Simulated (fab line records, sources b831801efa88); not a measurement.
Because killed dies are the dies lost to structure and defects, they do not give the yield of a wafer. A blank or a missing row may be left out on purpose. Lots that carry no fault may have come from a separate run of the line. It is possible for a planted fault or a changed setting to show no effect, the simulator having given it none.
fab line records	flow sky130	part 1 of 2: steps 1 to 42 of 43
[record] lots = 7	wafers = 19	lastDay = 50
route steps=708 shown LDD_HVP@281 LDD_LDN@289 SPACER@304 POLY_CUT@307 SD_P@320 PAD_OPEN@708
lots that met no fault: taken from a fault-free run of the same line
startH: start of the lot's first displayed wafer, in hours after the record's first day	waitH: how many hours have passed since the lot's step before this one	" as in the row above	L1.1+2: a single row standing in for several wafers	- no value, or no start was given	* or withheld: withheld	< > ~ a bound
route shown NAME@n: names a module that has steps shown in the file, with the first one's number in the route	usual: mean and standard deviation over wafers with no fault	same: alike in all rows	chamber/n: place in a boat	sites: the reading at each site	_std_site: the standard deviation of these	_edge_site: mean of outer sites minus mean of inner sites	radiusMm: for every site, how far away it sits from the centre of the wafer	mask NAME#n: copy n	behind: the last tool/chamber to shape the wafer	hold: why the lot was held/for how many hours/how that ended	device: the n, p or np transistor that did not switch	end of line: tests run on the same wafers once the route is complete	for a step that has no rows: nothing shown but its recipe	killed: the dies lost at the first sort to structure and to defects; this is not the yield of the wafer	map: a wafer's dies, x killed, . not, _ none there
set.NAME: the run value of the setting; set.NAME@STEP: its run value at that earlier step	model.NAME: the simulator's own value behind a step, which no gauge read
certain route steps with their lots: each step a table, each wafer a row
services: when a tool's chamber went out of use (startH, in hours from the record's first day, below 0 if earlier), for how many hours, and the reason
[[steps]]
[step SKY_LDD_HVP_SOFTBAKE_03]
[recipe] tempC = 90	timeS = 60	resist = NOVOLAK
[step SKY_LDD_HVP_EXPOSE_04]
[recipe] maskId = HVPTM	na = 0.6	sourceShape = conventional	sigmaOuter = 0.6	polarization = unpolarized	targetCdNm = 700	doseMj = 86
[step SKY_LDD_HVP_PEB_05]
[recipe] tempC = withheld	timeS = *	resist = NOVOLAK
[step SKY_LDD_HVP_DEVELOP_06]
[recipe] resist = NOVOLAK	developer = TMAH	developTimeS = 60	devTempC = 23
[step SKY_LDD_HVP_OVL_MEAS_07]
[usual] LDD_HVP_OVL = -0.8/1.3
lot.wafer	tool	chamber	startH	waitH	LDD_HVP_OVL[nm]
L297.1	overlay-01	-	553.41	0.1	0.1
L297.5	"	-	"	"	0.8
L297.6	"	-	"	"	0.8
L298.3	overlay-01	-	561.72	0.1	0.7
L298.5	"	-	"	"	0.5
L298.6	"	-	"	"	0.7
L299.2	overlay-01	-	567.04	0.1	-3.0
L299.5	"	-	"	"	0.0
L300.5	overlay-01	-	575.66	0.0	-2.4
L300.6	"	-	"	"	-0.9
L310.1	overlay-01	-	658.66	0.1	-1.2
L310.4	"	-	"	"	-0.3
L310.6	"	-	"	"	-2.8
L311.2	overlay-02	-	665.22	0.1	-0.2
L311.4	"	-	"	"	0.2
L311.5	"	-	"	"	0.1
L313.1	overlay-01	-	684.59	0.1	-2.1
L313.2	"	-	"	"	-1.3
L313.4	"	-	"	"	-2.6
[step SKY_LDD_HVP_IMPLANT_08]
[recipe] species = B	energyKev = 20	doseCm2 = 1.7e+13	tiltDeg = 17.9
[step SKY_LDD_HVP_STRIP_09]
[recipe] chemistry = O2/N2	powerW = 1400	pressureMtorr = 1500	platenTempC = withheld	o2FlowSccm = 3000	n2FlowSccm = 300	overashFraction = 0.5
[usual] chamberPressureMTorr = 1499.8/1.3	drypumpMotorCurrentA = 5.5/0.51	oesProductAu = 0.408/0.0045	stripTimeToEndpointS = 4.132/0.016
lot.wafer	tool	chamber	startH	waitH	chamberPressureMTorr	drypumpMotorCurrentA	oesProductAu	rfHoursCounterH	stripTimeToEndpointS
L297.1	plasmaAsher-03	1	553.59	0.1	1498.0	5.4	0.414	44	4.120
L297.5	"	1	"	"	1497.3	5.4	0.405	-	4.115
L297.6	"	0	"	"	1498.7	6.1	0.410	-	4.121
L298.3	plasmaAsher-04	1	561.93	0.1	1500.6	5.0	0.409	-	4.146
L298.5	"	0	"	"	1499.3	5.6	0.403	-	4.122
L298.6	"	1	"	"	1499.1	4.9	0.412	-	4.155
L299.2	plasmaAsher-04	1	567.22	0.1	1499.3	5.0	0.405	85	4.152
L299.5	"	1	"	"	1499.8	5.0	0.403	-	4.150
L300.5	plasmaAsher-03	1	575.89	0.1	1500.8	5.3	0.404	-	4.132
L300.6	"	0	"	"	1500.1	6.1	0.414	-	4.145
L310.1	plasmaAsher-02	0	658.85	0.1	1499.4	6.0	0.410	85	4.109
L310.4	"	1	"	"	1501.2	4.8	0.408	-	4.141
L310.6	"	0	"	"	1502.6	6.0	0.406	-	4.139
L311.2	plasmaAsher-03	0	665.40	0.1	1498.3	6.1	0.407	53	4.117
L311.4	"	1	"	"	1499.3	5.4	0.395	-	4.121
L311.5	"	1	"	"	1503.0	5.3	0.414	-	4.121
L313.1	plasmaAsher-04	1	684.77	0.1	1500.6	5.0	0.410	96	4.129
L313.2	"	0	"	"	1498.5	5.6	0.413	96	4.138
L313.4	"	1	"	"	1497.8	5.0	0.413	-	4.137
[step SKY_LDD_HVP_TW_MEAS_10]
[usual] LDD_HVP_TW = 456/3.2
lot.wafer	tool	chamber	startH	waitH	LDD_HVP_TW
L297.1	filmMetro-01	-	553.69	0.1	455
L297.5	"	-	"	"	455
L297.6	"	-	"	"	454
L298.3	filmMetro-03	-	562.02	0.1	457
L298.5	"	-	"	"	459
L298.6	"	-	"	"	458
L299.2	filmMetro-01	-	567.33	0.1	456
L299.5	"	-	"	"	456
L300.5	filmMetro-02	-	575.96	0.0	457
L300.6	"	-	"	"	458
L310.1	filmMetro-02	-	658.95	0.1	457
L310.4	"	-	"	"	459
L310.6	"	-	"	"	459
L311.2	filmMetro-03	-	665.51	0.1	453
L311.4	"	-	"	"	453
L311.5	"	-	"	"	455
L313.1	filmMetro-01	-	684.87	0.1	453
L313.2	"	-	"	"	454
L313.4	"	-	"	"	452
[step SKY_LDD_LDN_DEHYDRATE_00]
[recipe] tempC = 200	timeS = 60
[step SKY_LDD_LDN_HMDS_01]
[recipe] primeTimeS = 60	primeTempC = 120
[step SKY_LDD_LDN_COAT_02]
[recipe] resist = NOVOLAK	spinRpm = 3000	resistThkNm = 1140
[step SKY_LDD_LDN_SOFTBAKE_03]
[recipe] tempC = 90	timeS = 60	resist = NOVOLAK
[step SKY_LDD_LDN_EXPOSE_04]
[recipe] maskId = LDNTM	na = 0.6	sourceShape = conventional	sigmaOuter = 0.6	polarization = unpolarized	targetCdNm = 700	doseMj = 140
lot.wafer	tool	chamber	startH	waitH	mask
L297.1+5+6	ilineStepper-02	0	568.43	-	LDNTM#0
L298.3+5+6	ilineStepper-02	0	576.84	-	LDNTM#0
L299.2+5	ilineStepper-02	0	582.34	-	LDNTM#0
L300.5+6	ilineStepper-02	0	590.44	-	LDNTM#0
L310.1+4+6	ilineStepper-01	0	673.64	-	LDNTM#0
L311.2+4+5	ilineStepper-02	0	679.40	-	LDNTM#0
L313.1+2+4	ilineStepper-01	0	699.11	-	LDNTM#0
[step SKY_LDD_LDN_PEB_05]
[recipe] tempC = withheld	timeS = *	resist = NOVOLAK
[step SKY_LDD_LDN_DEVELOP_06]
[recipe] resist = NOVOLAK	developer = TMAH	developTimeS = 60	devTempC = 23
[step SKY_LDD_LDN_OVL_MEAS_07]
[usual] LDD_LDN_OVL = 0.7/1.5
lot.wafer	tool	chamber	startH	waitH	LDD_LDN_OVL[nm]
L297.1	overlay-01	-	583.53	0.1	2.9
L297.5	"	-	"	"	0.7
L297.6	"	-	"	"	1.8
L298.3	overlay-02	-	591.27	0.1	-0.3
L298.5	"	-	"	"	-0.3
L298.6	"	-	"	"	-0.7
L299.2	overlay-01	-	596.09	0.1	0.1
L299.5	"	-	"	"	1.0
L300.5	overlay-02	-	604.36	0.0	-0.4
L300.6	"	-	"	"	2.2
L310.1	overlay-01	-	687.31	0.1	-1.5
L310.4	"	-	"	"	-1.8
L310.6	"	-	"	"	0.2
L311.2	overlay-01	-	693.46	0.1	1.5
L311.4	"	-	"	"	2.2
L311.5	"	-	"	"	1.9
L313.1	overlay-02	-	712.70	0.1	2.5
L313.2	"	-	"	"	0.8
L313.4	"	-	"	"	-0.5
[step SKY_LDD_LDN_IMPLANT_08]
[recipe] species = As	energyKev = 15	doseCm2 = 1.25e+13	tiltDeg = withheld	rotationDeg = 23
[step SKY_LDD_LDN_IMPLANT_09]
[recipe] species = As	energyKev = 15	doseCm2 = 1.25e+13	tiltDeg = withheld	rotationDeg = 113
[step SKY_LDD_LDN_IMPLANT_10]
[recipe] species = As	energyKev = 15	doseCm2 = 1.25e+13	tiltDeg = withheld	rotationDeg = 203
[step SKY_LDD_LDN_IMPLANT_11]
[recipe] species = As	energyKev = 15	doseCm2 = 1.25e+13	tiltDeg = withheld	rotationDeg = 293
[step SKY_LDD_LDN_STRIP_12]
[recipe] chemistry = O2/N2	powerW = 1400	pressureMtorr = 1500	platenTempC = withheld	o2FlowSccm = 3000	n2FlowSccm = 300	overashFraction = 0.5
[usual] chamberPressureMTorr = 1499.9/1.3	drypumpMotorCurrentA = 5.6/0.42	oesProductAu = 0.715/0.0045	stripTimeToEndpointS = 14.18/0.045
lot.wafer	tool	chamber	startH	waitH	chamberPressureMTorr	drypumpMotorCurrentA	oesProductAu	rfHoursCounterH	stripTimeToEndpointS
L297.1	plasmaAsher-03	1	584.17	0.1	1501.6	5.3	0.714	47	14.15
L297.5	"	1	"	"	1499.5	5.4	0.711	-	14.12
L297.6	"	0	"	"	1498.6	6.1	0.715	-	14.13
L298.3	plasmaAsher-01	0	591.93	0.1	1500.6	5.2	0.717	-	14.21
L298.5	"	1	"	"	1502.1	6.1	0.720	-	14.14
L298.6	"	0	"	"	1498.2	5.2	0.709	-	14.17
L299.2	plasmaAsher-01	0	596.72	0.1	1501.8	5.2	0.723	16	14.13
L299.5	"	0	"	"	1500.0	5.2	0.718	-	14.11
L300.5	plasmaAsher-04	0	605.04	0.1	1499.1	5.6	0.712	-	14.19
L300.6	"	1	"	"	1502.2	5.0	0.716	-	14.20
L310.1	plasmaAsher-03	1	687.95	0.1	1501.1	5.3	0.713	55	14.18
L310.4	"	0	"	"	1500.8	6.1	0.714	-	14.17
L310.6	"	0	"	"	1498.8	6.1	0.720	-	14.19
L311.2	plasmaAsher-04	1	694.09	0.1	1500.0	5.0	0.716	96	14.13
L311.4	"	0	"	"	1500.2	5.6	0.723	-	14.18
L311.5	"	0	"	"	1498.9	5.6	0.714	-	14.13
L313.1	plasmaAsher-03	1	713.34	0.1	1499.0	5.4	0.717	57	14.14
L313.2	"	0	"	"	1502.8	6.1	0.718	57	14.20
L313.4	"	0	"	"	1501.5	6.1	0.717	-	14.18
[step SKY_LDD_LDN_TW_MEAS_13]
[usual] LDD_LDN_TW = 1472/15
lot.wafer	tool	chamber	startH	waitH	LDD_LDN_TW
L297.1	filmMetro-01	-	584.27	0.1	1466
L297.5	"	-	"	"	1466
L297.6	"	-	"	"	1466
L298.3	filmMetro-02	-	592.02	0.1	1500
L298.5	"	-	"	"	1491
L298.6	"	-	"	"	1492
L299.2	filmMetro-04	-	596.83	0.1	1442
L299.5	"	-	"	"	1443
L300.5	filmMetro-02	-	605.11	0.0	1486
L300.6	"	-	"	"	1488
L310.1	filmMetro-02	-	688.05	0.1	1485
L310.4	"	-	"	"	1487
L310.6	"	-	"	"	1484
L311.2	filmMetro-01	-	694.20	0.1	1476
L311.4	"	-	"	"	1474
L311.5	"	-	"	"	1473
L313.1	filmMetro-04	-	713.44	0.1	1458
L313.2	"	-	"	"	1451
L313.4	"	-	"	"	1451
[step SKY_LDD_LDN_CLEAN_14]
[recipe] chemistry = SC1/SC2	mix = 1:4:20	tempC = 70	timeS = 150	dry = n2Spin
[step SKY_SPACER_CVD_00]
[recipe] material = Si3N4	precursor = DCS/NH3	targetThkNm = 43.1	tempC = 770	timeS = 740	pressureMtorr = 250
[step SKY_SPACER_THK_MEAS_01]
[recipe] reads = Si3N4_of_SPACER_CVD_00
[usual] SPACER_CVD_00_THK = 43.1/0.37
lot.wafer	tool	chamber	startH	waitH	SPACER_CVD_00_THK[nm]
L297.1	filmMetro-01	-	586.28	0.0	43.0
L297.5	"	-	"	"	43.0
L297.6	"	-	"	"	43.5
L298.3	filmMetro-04	-	593.33	0.0	43.2
L298.5	"	-	"	"	42.9
L298.6	"	-	"	"	43.3
L299.2	filmMetro-01	-	599.47	0.0	42.9
L299.5	"	-	"	"	43.2
L300.5	filmMetro-04	-	606.43	0.0	42.8
L300.6	"	-	"	"	42.9
L310.1	filmMetro-01	-	689.37	0.0	43.3
L310.4	"	-	"	"	43.4
L310.6	"	-	"	"	43.3
L311.2	filmMetro-03	-	695.57	0.0	42.7
L311.4	"	-	"	"	43.5
L311.5	"	-	"	"	43.6
L313.1	filmMetro-03	-	715.27	0.0	42.9
L313.2	"	-	"	"	43.3
L313.4	"	-	"	"	43.5
[step SKY_SPACER_ETCHBACK_02]
[recipe] chemistry = CH3F/O2	target = Si3N4	stopOn = SiO2	sourceW = 400	biasW = 80	pressureMtorr = 25	ch3fFlowSccm = 40	O2_flow_sccm = 30	timeS = 46.7	targetDepthA = 450
[step SKY_POLY_CUT_DEHYDRATE_00]
[recipe] tempC = 200	timeS = 60
[step SKY_POLY_CUT_HMDS_01]
[recipe] primeTimeS = 60	primeTempC = 120
[step SKY_POLY_CUT_COAT_02]
[recipe] resist = BARC	tempC = withheld	timeS = withheld	spinRpm = 3000	resistThkNm = 60
[step SKY_POLY_CUT_COAT_03]
[recipe] resist = KrF-thick	spinRpm = 3000	resistThkNm = 450
[step SKY_POLY_CUT_SOFTBAKE_04]
[recipe] tempC = 100	timeS = 90	resist = KrF-thick
[step SKY_POLY_CUT_EXPOSE_05]
[recipe] maskId = NPCM	na = 0.8	sourceShape = annular	sigmaInner = 0.55	sigmaOuter = 0.85	targetCdNm = 270	doseMj = 32
[step SKY_POLY_CUT_PEB_06]
[recipe] pebTempC = withheld	pebTimeS = withheld	resist = KrF-thick
[step SKY_POLY_CUT_DEVELOP_07]
[recipe] developTimeS = 60	resist = KrF-thick	devTempC = 21
[step SKY_POLY_CUT_CD_MEAS_08]
[recipe] targetCdNm = 270
[usual] cdNm = 269.9/1.3
lot.wafer	tool	chamber	startH	waitH	cdNm
L297.1	cdSem-01	-	615.82	-	270.5
L297.5	"	-	"	"	271.0
L297.6	"	-	"	"	270.6
L298.3	cdSem-02	-	622.80	-	268.4
L298.5	"	-	"	"	269.5
L298.6	"	-	"	"	268.7
L299.2	cdSem-02	-	628.78	-	268.9
L299.5	"	-	"	"	269.8
L300.5	cdSem-02	-	635.38	-	267.8
L300.6	"	-	"	"	267.8
L310.1	cdSem-02	-	717.39	-	268.7
L310.4	"	-	"	"	268.6
L310.6	"	-	"	"	270.0
L311.2	cdSem-01	-	723.56	-	270.5
L311.4	"	-	"	"	272.0
L311.5	"	-	"	"	271.7
L313.1	cdSem-02	-	742.74	-	271.6
L313.2	"	-	"	"	271.6
L313.4	"	-	"	"	271.1
[step SKY_POLY_CUT_OVL_MEAS_09]
[usual] POLY_CUT_OVL = 1/6.5
lot.wafer	tool	chamber	startH	waitH	POLY_CUT_OVL[nm]
L297.1	overlay-02	-	615.94	0.1	-8
L297.5	"	-	"	"	-8
L297.6	"	-	"	"	-3
L298.3	overlay-02	-	622.89	0.1	0
L298.5	"	-	"	"	-3
L298.6	"	-	"	"	3
L299.2	overlay-01	-	628.88	0.1	1
L299.5	"	-	"	"	2
L300.5	overlay-01	-	635.45	0.0	0
L300.6	"	-	"	"	0
L310.1	overlay-02	-	717.51	0.1	11
L310.4	"	-	"	"	2
L310.6	"	-	"	"	6
L311.2	overlay-02	-	723.66	0.1	2
L311.4	"	-	"	"	5
L311.5	"	-	"	"	-6
L313.1	overlay-01	-	742.86	0.1	-6
L313.2	"	-	"	"	-2
L313.4	"	-	"	"	2
[step SKY_POLY_CUT_ETCH_10]
[recipe] chemistry = N2/H2	target = BARC	ionEnergyEv = 200	sourceW = 500	biasW = 100	pressureMtorr = 30	n2FlowSccm = 100	h2FlowSccm = 200	stopOn = SiO2	timeS = 45.9	targetDepthA = 600
[usual] chamberPressureMTorr = 29.998/0.026	drypumpMotorCurrentA = 5.5/0.44	oesProductAu = 0.855/0.0049	throttleValvePct = 13.224/0.0095
lot.wafer	tool	chamber	startH	waitH	chamberPressureMTorr	drypumpMotorCurrentA	oesProductAu	rfHoursCounterH	throttleValvePct
L297.1	rieDiel-03	1	615.98	0.0	30.010	4.7	0.853	43	13.234
L297.5	"	3	"	"	29.935	5.8	0.854	-	13.224
L297.6	"	0	"	"	30.028	5.1	0.856	-	13.229
L298.3	rieDiel-02	3	622.91	0.0	29.984	5.2	0.855	4	13.226
L298.5	"	3	"	"	29.930	5.2	0.852	-	13.218
L298.6	"	2	"	"	30.052	5.6	0.856	-	13.224
L299.2	rieDiel-03	3	628.91	0.0	29.972	5.9	0.853	14	13.230
L299.5	"	0	"	"	30.043	5.1	0.856	-	13.229
L300.5	rieDiel-02	2	635.48	0.0	29.979	5.6	0.848	-	13.212
L300.6	"	3	"	"	29.972	5.2	0.861	-	13.226
L310.1	rieDiel-04	0	717.54	0.0	29.990	5.9	0.865	5	13.237
L310.4	"	2	"	"	29.955	5.2	0.860	30	13.231
L310.6	"	0	"	"	29.978	5.9	0.853	-	13.217
L311.2	rieDiel-04	2	723.69	0.0	30.009	5.3	0.856	30	13.215
L311.4	"	3	"	"	30.017	6.1	0.849	2	13.215
L311.5	"	2	"	"	29.974	5.2	0.854	-	13.240
L313.1	rieDiel-03	3	742.89	0.0	30.007	5.9	0.868	16	13.231
L313.2	"	2	"	"	29.963	5.9	0.858	20	13.229
L313.4	"	0	"	"	29.980	5.1	0.855	3	13.228
[step SKY_POLY_CUT_ETCH_11]
[recipe] target = Si3N4	chemistry = CF4/CH2F2/Ar	stopOn = poly-Si	sourceW = 600	biasW = 150	pressureMtorr = 40	cf4FlowSccm = 40	ch2f2FlowSccm = 20	Ar_flow_sccm = 150	timeS = 42.5	targetDepthA = 600
[usual] chamberPressureMTorr = 40.00/0.039	drypumpMotorCurrentA = 5.5/0.45	oesProductAu = 0.831/0.0065	throttleValvePct = 14.995/0.0092
lot.wafer	tool	chamber	startH	waitH	chamberPressureMTorr	drypumpMotorCurrentA	oesProductAu	rfHoursCounterH	throttleValvePct
L297.1	rieDiel-03	1	616.02	0.0	40.03	4.7	0.824	43	14.999
L297.5	"	3	"	"	39.97	5.8	0.834	-	15.002
L297.6	"	0	"	"	39.94	5.1	0.836	-	15.001
L298.3	rieDiel-02	3	622.96	0.0	40.07	5.2	0.829	4	14.987
L298.5	"	3	"	"	39.99	5.2	0.826	-	14.995
L298.6	"	2	"	"	39.99	5.5	0.835	-	15.000
L299.2	rieDiel-03	3	628.95	0.0	39.98	5.9	0.837	14	15.017
L299.5	"	0	"	"	39.93	5.1	0.824	-	14.992
L300.5	rieDiel-02	2	635.52	0.0	39.99	5.6	0.824	-	14.985
L300.6	"	3	"	"	40.01	5.2	0.828	-	14.983
L310.1	rieDiel-04	0	717.58	0.0	39.99	5.9	0.831	5	14.999
L310.4	"	2	"	"	39.97	5.3	0.818	30	15.015
L310.6	"	0	"	"	40.02	5.9	0.843	-	14.995
L311.2	rieDiel-04	2	723.73	0.0	39.98	5.2	0.829	30	14.998
L311.4	"	3	"	"	39.98	6.0	0.833	2	15.002
L311.5	"	2	"	"	40.07	5.2	0.828	-	14.995
L313.1	rieDiel-03	3	742.93	0.0	40.03	5.8	0.843	16	14.995
L313.2	"	2	"	"	40.00	6.0	0.827	20	14.991
L313.4	"	0	"	"	40.04	5.1	0.844	3	14.993
[step SKY_POLY_CUT_STRIP_12]
[recipe] chemistry = O2/N2	powerW = 1400	pressureMtorr = 1500	platenTempC = withheld	o2FlowSccm = 3000	n2FlowSccm = 300	overashFraction = 0.5
[usual] chamberPressureMTorr = 1499.9/1.4	drypumpMotorCurrentA = 5.5/0.55	oesProductAu = 0.452/0.0045	stripTimeToEndpointS = 5.357/0.016
lot.wafer	tool	chamber	startH	waitH	chamberPressureMTorr	drypumpMotorCurrentA	oesProductAu	rfHoursCounterH	stripTimeToEndpointS
L297.1	plasmaAsher-02	1	616.06	0.0	1501.0	4.8	0.453	80	5.344
L297.5	"	1	"	"	1500.0	4.8	0.454	-	5.347
L297.6	"	0	"	"	1499.3	6.0	0.448	-	5.327
L298.3	plasmaAsher-01	0	623.03	0.1	1501.8	5.2	0.444	-	5.326
L298.5	"	0	"	"	1502.0	5.2	0.455	-	5.351
L298.6	"	1	"	"	1501.4	6.0	0.454	-	5.348
L299.2	plasmaAsher-02	1	629.00	0.0	1500.9	4.8	0.445	82	5.349
L299.5	"	1	"	"	1499.0	4.8	0.452	-	5.359
L300.5	plasmaAsher-03	0	635.61	0.1	1497.5	6.1	0.446	-	5.350
L300.6	"	1	"	"	1499.4	5.3	0.448	-	5.360
L310.1	plasmaAsher-02	1	717.62	0.0	1500.1	4.7	0.457	91	5.377
L310.4	"	0	"	"	1499.3	6.0	0.455	-	5.384
L310.6	"	0	"	"	1498.1	6.0	0.453	-	5.364
L311.2	plasmaAsher-02	0	723.77	0.0	1497.9	6.0	0.451	92	5.355
L311.4	"	1	"	"	1500.7	4.8	0.446	-	5.346
L311.5	"	0	"	"	1500.0	6.1	0.453	-	5.370
L313.1	plasmaAsher-01	0	742.97	0.0	1498.9	5.2	0.450	33	5.361
L313.2	"	1	"	"	1500.4	6.1	0.453	33	5.344
L313.4	"	0	"	"	1497.0	5.2	0.460	-	5.337
[step SKY_SD_P_DEHYDRATE_00]
[recipe] tempC = 200	timeS = 60
[step SKY_SD_P_HMDS_01]
[recipe] primeTimeS = 60	primeTempC = 120
[step SKY_SD_P_COAT_02]
[recipe] resist = NOVOLAK	spinRpm = 3000	resistThkNm = 1140
